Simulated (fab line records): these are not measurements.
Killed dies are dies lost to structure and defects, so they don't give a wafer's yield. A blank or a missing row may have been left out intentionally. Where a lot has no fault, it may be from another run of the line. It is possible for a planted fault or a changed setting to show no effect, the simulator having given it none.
fab line records    flow gf180mcu
record: lots: 11  wafers: 33  lastDay: 33
route steps=602 shown M4@472 MIM@523 M5@536 V5@563
lots untouched by any fault: they come from a run of this same line in which no faults occurred
startH: hours from the record's first day to the start of the lot's first wafer shown    waitH: hours since the lot's step before    " same as the row above    L1.1+2: a row that stands for several wafers    - no value, or no start was given    * or withheld: withheld    < > ~ a bound
route shown NAME@n: a module of which the file shows steps, and the number in the route of the first    usual: mean/standard deviation of fault-free wafers    same: alike in all rows    chamber/n: place in a boat    sites: each site's reading    _std_site: how widely they spread, as a standard deviation    _edge_site: inner sites' mean taken away from outer sites' mean    radiusMm: how far each site lies from the wafer's centre    mask NAME#n: copy n    behind: tool/chamber where the wafer was last shaped    hold: what put the lot on hold/how long, in hours/how the hold closed    device: names the non-switching transistor (n, p or np)    end of line: tests run on the same wafers once the route is complete    a step without rows: its recipe alone    killed: at the first sort, the dies lost to defects and structure; wafer yield is something else    map: dies across one wafer; x = killed, . = not, _ = none there
set.NAME: the run value of the setting; set.NAME@STEP: its run value at that earlier step    model.NAME: the simulator's own value behind a step, which no gauge read
one table for each step of the route and one row for each wafer, over a sample of lots
services: a tool's chamber out of use, with start hour (startH, from the record's first day; less than 0 if before it), hours out, and reason
== steps ==
step: GF_M4_METAL_ETCH_16
recipe: chemistry: Cl2/BCl3  maskMaterial: KrF  targetDepthNm: 627.5  stopOn: SiO2  pressureMtorr: 8  icpW: 800  biasW: 140  Cl2_flow_sccm: 80  bcl3FlowSccm: 40  timeS: 104.6
usual: bcl3FlowSccm: 40.00/0.1  biasW: 140.0/0.36  drypumpMotorCurrentA: 5.5/0.42  oesProductAu: 0.972/0.0054  throttleValvePct: 28.250/0.0097
same: timeS: 104.6
lot.wafer  tool         chamber  startH  waitH  bcl3FlowSccm  biasW  drypumpMotorCurrentA  oesProductAu  rfHoursCounterH  throttleValvePct
L992.1     rieMetal-01  1        548.22  0.0    39.78         139.7  5.6                   0.969         12               28.266
L992.5     "            0        "       "      40.05         139.9  5.2                   0.965         -                28.265
L992.6     "            1        "       "      39.90         139.7  5.6                   0.967         -                28.256
L993.1     rieMetal-01  1        554.35  0.0    40.05         140.5  5.6                   0.972         12               28.256
L993.2     "            0        "       "      39.99         140.1  5.2                   0.975         8                28.228
L993.6     "            1        "       "      40.03         140.4  5.6                   0.971         -                28.240
L995.1     rieMetal-02  0        570.05  0.0    39.94         140.0  4.9                   0.974         9                28.256
L995.2     "            0        "       "      40.03         140.0  4.9                   0.975         -                28.248
L995.3     "            0        "       "      39.91         139.9  4.9                   0.971         -                28.247
L996.2     rieMetal-01  0        581.38  0.1    40.12         139.5  5.2                   0.975         -                28.235
L996.3     "            0        "       "      40.18         139.5  5.2                   0.966         -                28.255
L996.5     "            0        "       "      40.19         139.3  5.2                   0.963         -                28.249
L997.1     rieMetal-01  0        590.72  0.0    39.96         139.8  5.2                   0.975         9                28.237
L997.5     "            1        "       "      39.86         139.3  5.6                   0.976         -                28.256
L997.6     "            0        "       "      39.89         140.7  5.2                   0.974         -                28.241
L999.3     rieMetal-01  1        604.95  0.1    39.93         139.8  5.6                   0.971         -                28.266
L999.4     "            0        "       "      39.84         140.0  5.3                   0.973         -                28.239
L999.5     "            1        "       "      40.18         139.8  5.5                   0.968         -                28.251
L103.2     rieMetal-01  1        636.06  0.0    39.89         140.1  5.6                   0.974         1                28.252
L103.3     "            1        "       "      39.98         140.3  5.6                   0.973         -                28.265
L103.6     "            0        "       "      40.21         140.2  5.2                   0.968         -                28.248
L104.4     rieMetal-02  0        647.48  0.0    40.05         140.0  4.9                   0.969         -                28.235
L104.5     "            1        "       "      39.86         139.7  6.2                   0.980         -                28.260
L104.6     "            0        "       "      40.11         140.1  4.9                   0.970         -                28.239
L107.1     rieMetal-01  0        665.40  0.0    39.91         139.8  5.2                   0.971         12               28.259
L107.3     "            1        "       "      40.02         140.0  5.6                   0.965         -                28.256
L107.6     "            0        "       "      40.02         140.2  5.2                   0.973         -                28.243
L109.3     rieMetal-02  1        679.13  0.1    39.98         140.0  6.2                   0.972         -                28.256
L109.5     "            0        "       "      40.02         139.4  4.9                   0.973         -                28.249
L109.6     "            1        "       "      40.06         140.3  6.2                   0.975         -                28.265
L111.2     rieMetal-03  1        693.51  0.0    40.21         140.0  5.9                   0.978         7                28.238
L111.4     "            0        "       "      40.13         140.0  5.6                   0.982         -                28.245
L111.6     "            1        "       "      40.03         139.9  5.9                   0.972         -                28.249
step: GF_MIM_STRIP_20
recipe: chemistry: O2/N2  powerW: 1400  pressureMtorr: 1500  platenTempC: 250  o2FlowSccm: 3000  n2FlowSccm: 300  overashFraction: 0.5
usual: drypumpMotorCurrentA: 5.7/0.48  heaterPowerW: 349/35  oesProductAu: 0.692/0.005  platenTempC: 249.99/0.18  stripTimeToEndpointS: 11.22/0.04
lot.wafer  tool            chamber  startH  waitH  drypumpMotorCurrentA  heaterPowerW  oesProductAu  platenTempC  rfHoursCounterH  stripTimeToEndpointS
L992.1     plasmaAsher-04  0        595.78  0.0    5.1                   331           0.685         250.24       20               11.16
L992.5     "               0        "       "      5.1                   337           0.690         249.91       -                11.21
L992.6     "               1        "       "      6.4                   317           0.681         249.93       -                11.21
L993.1     plasmaAsher-01  0        600.58  0.0    5.5                   371           0.682         249.85       84               11.20
L993.2     "               1        "       "      5.7                   292           0.687         250.25       84               11.19
L993.6     "               1        "       "      5.7                   309           0.693         250.10       -                11.16
L995.1     plasmaAsher-03  1        616.32  0.1    6.3                   400           0.691         250.03       53               11.29
L995.2     "               0        "       "      5.3                   343           0.692         249.83       53               11.27
L995.3     "               0        "       "      5.3                   336           0.694         249.76       -                11.28
L996.2     plasmaAsher-04  0        625.70  0.1    5.1                   327           0.700         250.43       23               11.17
L996.3     "               0        "       "      5.1                   339           0.689         250.21       -                11.23
L996.5     "               1        "       "      6.4                   322           0.695         250.06       -                11.22
L997.1     plasmaAsher-04  1        635.28  0.0    6.4                   328           0.690         249.74       24               11.29
L997.5     "               0        "       "      5.1                   339           0.697         249.83       -                11.26
L997.6     "               1        "       "      6.4                   319           0.689         249.95       -                11.21
L999.3     plasmaAsher-01  1        648.87  0.1    5.7                   312           0.686         249.84       -                11.28
L999.4     "               0        "       "      5.5                   370           0.690         250.15       -                11.26
L999.5     "               1        "       "      5.7                   309           0.692         249.89       -                11.24
L103.2     plasmaAsher-01  1        678.37  0.0    5.7                   306           0.690         249.91       93               11.18
L103.3     "               0        "       "      5.5                   372           0.680         250.27       -                11.17
L103.6     "               0        "       "      5.5                   370           0.699         249.89       -                11.17
L104.4     plasmaAsher-03  0        688.20  0.1    5.3                   336           0.694         249.89       -                11.18
L104.5     "               1        "       "      6.3                   414           0.688         250.02       -                11.18
L104.6     "               0        "       "      5.3                   327           0.693         249.96       -                11.24
L107.1     plasmaAsher-04  0        705.15  0.1    5.1                   329           0.693         250.18       31               11.21
L107.3     "               0        "       "      5.1                   329           0.686         250.30       -                11.17
L107.6     "               1        "       "      6.4                   318           0.680         249.89       -                11.16
L109.3     plasmaAsher-04  1        719.66  0.1    6.4                   323           0.690         249.59       -                11.25
L109.5     "               0        "       "      5.1                   335           0.696         250.13       -                11.26
L109.6     "               1        "       "      6.4                   319           0.691         249.77       -                11.30
L111.2     plasmaAsher-03  0        732.17  0.0    5.3                   345           0.688         250.12       64               11.21
L111.4     "               0        "       "      5.3                   335           0.690         250.02       -                11.20
L111.6     "               1        "       "      6.3                   413           0.689         250.06       -                11.25
step: GF_M5_METAL_ETCH_10
recipe: chemistry: Cl2/BCl3  maskMaterial: KrF  targetDepthNm: 627.5  stopOn: SiO2  pressureMtorr: 8  icpW: 800  biasW: 140  Cl2_flow_sccm: 80  bcl3FlowSccm: 40  timeS: 104.6
usual: bcl3FlowSccm: 40.00/0.11  biasW: 140.0/0.43  drypumpMotorCurrentA: 5.7/0.3  oesProductAu: 0.971/0.0067  throttleValvePct: 28.249/0.0097
same: timeS: 104.6
lot.wafer  tool         chamber  startH  waitH  bcl3FlowSccm  biasW  drypumpMotorCurrentA  oesProductAu  rfHoursCounterH  throttleValvePct
L992.1     rieMetal-01  1        617.24  0.0    39.90         139.9  5.6                   0.968         1                28.248
L992.5     "            1        "       "      40.10         139.6  5.6                   0.977         -                28.243
L992.6     "            0        "       "      40.01         139.8  5.2                   0.966         -                28.260
L993.1     rieMetal-04  0        621.37  0.0    39.97         139.7  5.8                   0.967         8                28.260
L993.2     "            1        "       "      40.09         140.2  6.2                   0.968         13               28.248
L993.6     "            1        "       "      40.01         139.8  6.2                   0.965         -                28.248
L995.1     rieMetal-04  0        636.53  0.0    40.04         140.7  5.8                   0.971         8                28.251
L995.2     "            1        "       "      40.06         139.5  6.1                   0.972         13               28.259
L995.3     "            0        "       "      40.19         140.2  5.8                   0.974         -                28.239
L996.2     rieMetal-01  1        646.07  0.0    39.93         140.1  5.6                   0.971         2                28.245
L996.3     "            0        "       "      40.01         140.6  5.2                   0.972         -                28.261
L996.5     "            0        "       "      39.87         140.7  5.2                   0.971         -                28.229
L997.1     rieMetal-04  0        655.37  0.0    39.96         139.5  5.8                   0.979         9                28.234
L997.5     "            0        "       "      40.11         139.7  5.8                   0.982         -                28.249
L997.6     "            0        "       "      39.82         139.5  5.8                   0.972         -                28.242
L999.3     rieMetal-03  1        668.87  0.0    40.03         139.7  5.9                   0.969         -                28.261
L999.4     "            0        "       "      40.16         140.0  5.6                   0.970         -                28.251
L999.5     "            0        "       "      40.11         139.7  5.6                   0.963         -                28.239
L103.2     rieMetal-04  0        697.84  0.0    39.80         140.1  5.8                   0.972         11               28.244
L103.3     "            0        "       "      39.92         140.2  5.8                   0.978         -                28.227
L103.6     "            1        "       "      40.01         139.9  6.2                   0.976         -                28.238
L104.4     rieMetal-04  0        707.52  0.0    39.85         139.9  5.8                   0.974         -                28.254
L104.5     "            1        "       "      39.78         139.9  6.2                   0.966         -                28.249
L104.6     "            0        "       "      39.87         140.3  5.8                   0.979         -                28.249
L107.1     rieMetal-04  1        723.04  0.0    39.83         139.6  6.2                   0.978         3                28.242
L107.3     "            0        "       "      39.88         140.2  5.8                   0.973         -                28.257
L107.6     "            0        "       "      39.96         139.6  5.8                   0.959         -                28.251
L109.3     rieMetal-03  1        738.02  0.0    40.05         139.8  5.9                   0.979         -                28.257
L109.5     "            0        "       "      40.12         139.9  5.6                   0.968         -                28.248
L109.6     "            1        "       "      39.89         140.4  5.9                   0.967         -                28.257
L111.2     rieMetal-01  1        749.19  0.0    40.09         140.4  5.6                   0.969         6                28.256
L111.4     "            1        "       "      40.20         140.2  5.6                   0.975         -                28.242
L111.6     "            1        "       "      40.05         139.8  5.6                   0.976         -                28.259
step: GF_V5_CVD_23
recipe: material: W  targetThkNm: 350  timeS: 104.9  tempC: 400  pressureTorr: 40
usual: heaterPowerW: 911/88
lot.wafer  tool     chamber  startH  waitH  heaterPowerW
L992.1     cvdW-01  0        639.91  0.0    811
L992.5     "        0        "       "      810
L992.6     "        1        "       "      946
L993.1     cvdW-01  1        643.58  0.0    932
L993.2     "        0        "       "      797
L993.6     "        1        "       "      944
L995.1     cvdW-01  1        658.81  0.0    937
L995.2     "        0        "       "      827
L995.3     "        0        "       "      799
L996.2     cvdW-01  1        667.89  0.0    952
L996.3     "        1        "       "      938
L996.5     "        0        "       "      812
L997.1     cvdW-01  1        676.90  0.0    938
L997.5     "        1        "       "      952
L997.6     "        0        "       "      812
L999.3     cvdW-02  1        689.80  0.1    856
L999.4     "        0        "       "      1021
L999.5     "        1        "       "      860
L103.2     cvdW-02  1        717.31  0.0    862
L103.3     "        1        "       "      873
L103.6     "        1        "       "      873
L104.4     cvdW-01  0        727.39  0.1    816
L104.5     "        1        "       "      969
L104.6     "        0        "       "      807
L107.1     cvdW-01  1        742.49  0.0    948
L107.3     "        0        "       "      816
L107.6     "        1        "       "      930
L109.3     cvdW-01  1        756.82  0.1    949
L109.5     "        0        "       "      810
L109.6     "        1        "       "      931
L111.2     cvdW-01  0        768.08  0.0    813
L111.4     "        1        "       "      954
L111.6     "        0        "       "      837
step: GF_V5_RS_MEAS_24
recipe: thkMeasGauge: four-point-probe  reads: W_of_V5_CVD_23+TiN_of_V5_SPUTTER_22+Ti_of_V5_SPUTTER_21
usual: V5_W_RS: 0.327/0.0054
lot.wafer  tool          chamber  startH  waitH  V5_W_RS[ohm/sq]
L992.1     filmMetro-04  -        640.08  0.1    0.330
L992.5     "             -        "       "      0.328
L992.6     "             -        "       "      0.319
L993.1     filmMetro-02  -        643.69  0.1    0.320
L993.2     "             -        "       "      0.328
L993.6     "             -        "       "      0.320
L995.1     filmMetro-04  -        658.92  0.1    0.320
L995.2     "             -        "       "      0.335
L995.3     "             -        "       "      0.329
L996.2     filmMetro-02  -        668.02  0.1    0.320
L996.3     "             -        "       "      0.321
L996.5     "             -        "       "      0.327
L997.1     filmMetro-04  -        677.05  0.1    0.321
L997.5     "             -        "       "      0.322
L997.6     "             -        "       "      0.332
L999.3     filmMetro-02  -        689.91  0.1    0.328
L999.4     "             -        "       "      0.331
L999.5     "             -        "       "      0.322
L103.2     filmMetro-03  -        717.44  0.1    0.323
L103.3     "             -        "       "      0.326
L103.6     "             -        "       "      0.326
L104.4     filmMetro-03  -        727.53  0.1    0.332
L104.5     "             -        "       "      0.323
L104.6     "             -        "       "      0.330
L107.1     filmMetro-03  -        742.61  0.1    0.317
L107.3     "             -        "       "      0.328
L107.6     "             -        "       "      0.318
L109.3     filmMetro-04  -        756.93  0.1    0.311
L109.5     "             -        "       "      0.329
L109.6     "             -        "       "      0.312
L111.2     filmMetro-02  -        768.21  0.1    0.327
L111.4     "             -        "       "      0.308
L111.6     "             -        "       "      0.326
== services ==
tool            chamber  startH  hours  kind
cvdW-02         -        527.45  1.4    repair
rieMetal-04     -        551.99  0.6    repair
plasmaAsher-03  -        558.90  1.9    repair
cvdW-02         -        561.45  28.1   pm
rieMetal-02     1        568.10  2.7    repair
rieMetal-01     1        568.67  -      clean
rieMetal-01     1        568.67  19.4   scheduledDown
rieMetal-01     1        568.67  19.4   ventCycle
plasmaAsher-04  -        572.45  2.0    repair
plasmaAsher-01  -        576.45  0.4    repair
plasmaAsher-03  -        579.69  0.8    repair
rieMetal-02     0        600.77  2.7    repair
cvdW-01         -        603.18  1.1    repair
cvdW-02         -        610.65  0.8    repair
plasmaAsher-04  -        615.47  1.4    repair
rieMetal-03     -        646.47  1.4    pm
rieMetal-02     -        659.32  14.6   pm
plasmaAsher-01  -        695.10  1.7    repair
plasmaAsher-01  -        729.25  14.6   pm
rieMetal-03     -        747.35  0.3    repair
rieMetal-01     0        751.79  -      clean
rieMetal-01     0        751.79  25.2   scheduledDown
rieMetal-01     0        751.79  25.2   ventCycle
rieMetal-01     -        764.62  0.6    repair
== key ==
firstSign: step: GF_V5_RS_MEAS_24  reading: V5_W_RS  direction: down  sigmas: 3.2  usual: 0.327  struck: 0.310
effect none on later readings
metAt GF_V5_CVD_23
struckLots L109,L111
struckWafers L109.3,L109.6,L111.4
notActingAt GF_M4_METAL_ETCH_16,GF_MIM_STRIP_20,GF_M5_METAL_ETCH_10
onsetBetween 742.49 756.82
fault: kind: processParameterDrift  tool: cvdW-01  chamber: 1  onsetH: 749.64  steps: GF_V5_CVD_23  channel: targetThkNm  offset: 13.896  shape: step  endH: 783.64  actsIn: theseRecipesOnly  stated: 350
